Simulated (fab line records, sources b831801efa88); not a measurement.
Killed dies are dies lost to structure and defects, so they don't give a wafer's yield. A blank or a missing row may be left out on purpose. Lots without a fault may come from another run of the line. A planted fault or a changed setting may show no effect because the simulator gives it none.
A struck lot beside a sound one | flow gf180mcu | 15 steps out of a route of 602
Sound: wafers L144.2, L144.4, L144.5. Struck: wafers L151.1, L151.2. (L151.5 of the same lot was not struck and is left out.) The cause comes at the end.
At each step with rows: each side's tool, then ch and its chambers, then its first start. Under that, the readings that differ: sound wafers | struck wafers | difference of the means | sigmas: that difference in standard deviations of wafers without a fault.
alike: readings whose means differ by less than 2 such deviations, and words and numbers that are the same on both sides. not compared: withheld readings, readings that some wafer has no value for, bounds like >300 that may hide the same value, and numbers for which the record gives no deviation and whose values overlap.
The two part at a step that has a row with sigmas, a row that says differs or no value, or rows on one side only. Numbers that don't overlap but have no deviation are shown without sigmas and don't part them. A reading that every wafer of one side lacks parts them only if that side has two wafers or more.

GF_TOP_METAL_SPUTTER_04: material TiN, target thk 25 nm, time 20.8 s.
  sound on pvd_sputter-03, day 30 19:23; struck on pvd_sputter-01, day 32 12:41
  alike: chamber_pressure_pa, throttle_valve_pct
GF_TOP_METAL_RS_MEAS_05: measures by four-point-probe.
  sound on film_metro-01, day 30 19:26; struck on film_metro-04, day 32 12:43
  alike: TOP_METAL_ALCU_RS
GF_TOP_METAL_THK_MEAS_06: measures by xrf.
  sound on film_metro-01, day 30 19:32; struck on film_metro-04, day 32 12:50
  alike: TOP_METAL_ALCU_THK
then, 7 steps without rows for these wafers: GF_TOP_METAL_DEHYDRATE_07 (time 60 s); GF_TOP_METAL_HMDS_08 (prime time 60 s); GF_TOP_METAL_COAT_09 (resist thk 1500 nm); GF_TOP_METAL_SOFTBAKE_10 (time 60 s); GF_TOP_METAL_EXPOSE_11 (exposes mask MetalTop, target cd 440 nm); GF_TOP_METAL_PEB_12; GF_TOP_METAL_DEVELOP_13 (develop time 60 s).
GF_TOP_METAL_CD_MEAS_14: target cd 440 nm.
  sound on cd_sem-01, day 31 12:23; struck on cd_sem-01, day 33 04:37
  alike: cd_nm
GF_TOP_METAL_OVL_MEAS_15:
  sound on overlay-02, day 31 12:29; struck on overlay-02, day 33 04:44
  alike: TOP_METAL_OVL
GF_TOP_METAL_METAL_ETCH_16: etches the open film in Cl2/BCl3, stops on SiO2, target depth 1077.5 nm, time 179.6 s.
  sound on rie_metal-01 ch 0,1, day 31 12:31; struck on rie_metal-03 ch 0,1, day 33 04:46
  reading                                        | sound          | struck    | difference | sigmas
  model.NOVOLAK_of_TOP_METAL_COAT_09.thk_nm (nm) | 1073 1056 1063 | 771.3 803 | -276.9     |
  alike: drypump_motor_current_A, he_backside_leak_sccm, oes_product_au, throttle_valve_pct
  not compared: rf_hours_counter_h
GF_TOP_METAL_STRIP_17: strips in O2/N2.
  sound on plasma_asher-04 ch 0,1, day 31 12:41; struck on plasma_asher-04 ch 0,1, day 33 04:56
  reading                      | sound             | struck      | difference | sigmas
  oes_product_au (a.u.)        | 0.713 0.715 0.717 | 0.652 0.656 | -0.061     | -13
  strip_time_to_endpoint_s (s) | 13.49 13.29 13.37 | 10.06 10.43 | -3.14      | -31
  alike: drypump_motor_current_A, heater_power_w
  not compared: rf_hours_counter_h
then, 1 step without rows for these wafers: GF_TOP_METAL_STRIP_18 (strips in post etch residue remover, time 1200 s).

WHERE THEY PART
Only at GF_TOP_METAL_STRIP_17, within this record.

WHY: what the simulator had put in
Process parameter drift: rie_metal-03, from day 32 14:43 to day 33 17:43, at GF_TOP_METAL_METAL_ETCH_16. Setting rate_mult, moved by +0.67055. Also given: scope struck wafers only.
